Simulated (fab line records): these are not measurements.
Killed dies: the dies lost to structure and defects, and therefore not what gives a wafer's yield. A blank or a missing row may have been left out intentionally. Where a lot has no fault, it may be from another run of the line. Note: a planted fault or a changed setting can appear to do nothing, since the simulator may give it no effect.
A lot that was struck, set against a sound lot / flow sky130 / 28 out of 708 route steps
Sound: the wafers L440.1, L440.3, L440.5. The struck wafers were L441.1, L441.2, L441.4. Last of all comes the cause.
Each step with rows lists, per side, the tool, then ch with its chambers, then its first start. Under that, the readings that differ: sound wafers / struck wafers / difference of the means / sigmas: that difference in standard deviations of wafers without a fault.
alike: readings whose means differ by less than 2 such deviations, and words and numbers that are the same on both sides. not compared: withheld readings, readings that some wafer has no value for, bounds like >300 that may hide the same value, and numbers for which the record gives no deviation and whose values overlap.
The two part at a step that has a row with sigmas, a row that says differs or no value, or rows on one side only. Numbers that don't overlap but have no deviation are shown without sigmas and don't part them. A reading missing from all wafers of one side parts the sides only when that side holds two or more wafers.

SKY_VIA4_ETCH_12: etches SiO2 in C4F8/O2/Ar, stops on TiN, target depth 580 nm.
  sound on rieDiel-01 ch 0,1,2, day 44 02:33; struck on rieDiel-01 ch 0,2,3, day 44 15:27
  alike: oesProductAu, rfFwdPowerW
SKY_VIA4_STRIP_13: strips in O2/N2.
  sound on plasmaAsher-02 ch 0, day 44 02:37; struck on plasmaAsher-04 ch 0,1, day 44 15:31
  alike: drypumpMotorCurrentA, oesProductAu, stripTimeToEndpointS
  not compared: rfHoursCounterH
then, 5 steps without rows for these wafers: SKY_VIA4_STRIP_14 (strips in post etch residue remover, time 1200 s); SKY_VIA4_CLEAN_15 (cleans in IPA, time 180 s); SKY_VIA4_CLEAN_16 (cleans in O3/DIW); SKY_VIA4_SPUTTER_17 (material TiN, target thk 20 nm, time 80 s); SKY_VIA4_CVD_18 (deposits W, target thk 505 nm, time 152.14 s).
SKY_VIA4_RS_MEAS_19: the measuring method here is four-point-probe.
  struck on filmMetro-01, day 44 16:20; sound on filmMetro-02, day 44 03:26
  alike: VIA4_W_RS
SKY_VIA4_THK_MEAS_20: measures by xrf.
  struck on filmMetro-01, day 44 16:27; sound on filmMetro-02, day 44 03:34
  alike: VIA4_W_THK
SKY_VIA4_CMP_21: polishes, stops on SiO2, t overpolish 25 s, target thk 0 nm.
  sound on cmp-02 ch 1,2,3, day 44 03:43; struck on cmp-01 ch 0,1,2, day 44 16:31
  alike: motorCurrentA, overpolishRunS, timeToEndpointS
then, 1 step without rows for these wafers: SKY_METAL5_SPUTTER_00 (material Ti, target thk 15 nm, time 10 s).
SKY_METAL5_SPUTTER_01: material TiN, target thk 20 nm, time 16.7 s.
  struck on pvdSputter-03, day 44 16:50; sound on pvdSputter-02, day 44 03:56
  alike: chamberPressurePa, throttleValvePct
SKY_METAL5_SPUTTER_02: material AlCu, target thk 1150 nm, time 61.2 s.
  struck on pvdSputter-03, day 44 16:52; sound on pvdSputter-02, day 44 03:58
reading=chamberPressurePa (Pa); sound=0.3997 0.4007 0.3985; struck=0.6935 0.6927 0.6917; difference=+0.2930; sigmas=+99 or more
reading=throttleValvePct (%); sound=30.5 30.8 30.7; struck=22.6 22.7 24.5; difference=-7.4; sigmas=-7
reading=model.AlCu_of_METAL5_SPUTTER_02.thkNm (nm); sound=1143 1143 1141; struck=981 972.9 979.3; difference=-165; sigmas=
SKY_METAL5_SPUTTER_03: material Ti, target thk 5 nm, time 3.3 s.
  struck on pvdSputter-03, day 44 16:55; sound on pvdSputter-02, day 44 04:01
  alike: chamberPressurePa, throttleValvePct
then, 1 step without rows for these wafers: SKY_METAL5_SPUTTER_04 (material TiN, target thk 70 nm, time 58.3 s).
SKY_METAL5_RS_MEAS_05: the measuring method here is four-point-probe.
  struck on filmMetro-04, day 44 16:58; sound on filmMetro-03, day 44 04:05
reading=METAL5_ALCU_RS (ohm/sq); sound=0.0273 0.0273 0.0274; struck=0.0319 0.0322 0.0320; difference=+0.0047; sigmas=+15
SKY_METAL5_THK_MEAS_06: measures by xrf.
  struck on filmMetro-04, day 44 17:05; sound on filmMetro-03, day 44 04:12
reading=METAL5_ALCU_THK (nm); sound=1154 1165 1161; struck=988 981 988; difference=-174; sigmas=-12
then, 8 steps without rows for these wafers: SKY_METAL5_DEHYDRATE_07 (time 60 s); SKY_METAL5_HMDS_08 (prime time 60 s); SKY_METAL5_COAT_09 (resist thk 1800 nm); SKY_METAL5_SOFTBAKE_10 (time 60 s); SKY_METAL5_EXPOSE_11 (exposes mask MM5, target cd 1600 nm); SKY_METAL5_PEB_12; SKY_METAL5_DEVELOP_13 (develop time 60 s); SKY_METAL5_DESCUM_14 (chemistry O2, time 11 s).
SKY_METAL5_METAL_ETCH_15: etches the open film in Cl2/BCl3, stops on SiO2, target depth 1260 nm, time 247.3 s.
  sound on rieMetal-01 ch 0, day 45 02:16; struck on rieMetal-03 ch 1, day 45 14:15
reading=oesProductAu (a.u.); sound=0.894 0.897 0.895; struck=0.840 0.827 0.839; difference=-0.060; sigmas=-12
  alike: drypumpMotorCurrentA, rfFwdPowerW, throttleValvePct
  not compared: rfHoursCounterH
then, 1 step without rows for these wafers: SKY_METAL5_STRIP_16 (strips in O2/N2).
SKY_PAD_OPEN_PROBE_99:
  struck on prober-01, day 47 10:51; sound on prober-02, day 46 22:03
reading=model.etest.met5.rsOhmSq; sound=0.02714 0.02724 0.02722; struck=0.03191 0.03211 0.03195; difference=+0.00479; sigmas=
reading=model.etest.met5.lineOhmUm; sound=0.01695 0.01696 0.01698; struck=0.01987 0.01989 0.01988; difference=+0.00292; sigmas=
  alike: defectLimitedYield, killed_at_M0_to_M3, killed_at_M4_up, killedAtContacts, killedAtFrontEnd, killedAtOther, killedDies, killedOpen, killedShort, sort_bin_3_pad_short, sort_bin_5_function, sort_bin_6_memory, sortNPass, sortYieldPct

## WHERE THEY PART
First at SKY_METAL5_SPUTTER_02; last, within this record, at SKY_METAL5_METAL_ETCH_15. Later steps at which nothing parts them and some readings are alike: SKY_PAD_OPEN_PROBE_99.

WHY: the cause the simulator had injected
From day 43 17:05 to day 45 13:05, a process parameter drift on pvdSputter-03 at SKY_METAL5_SPUTTER_02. The setting chamberPressurePa was moved by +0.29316, starting from 0.4. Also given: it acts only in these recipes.
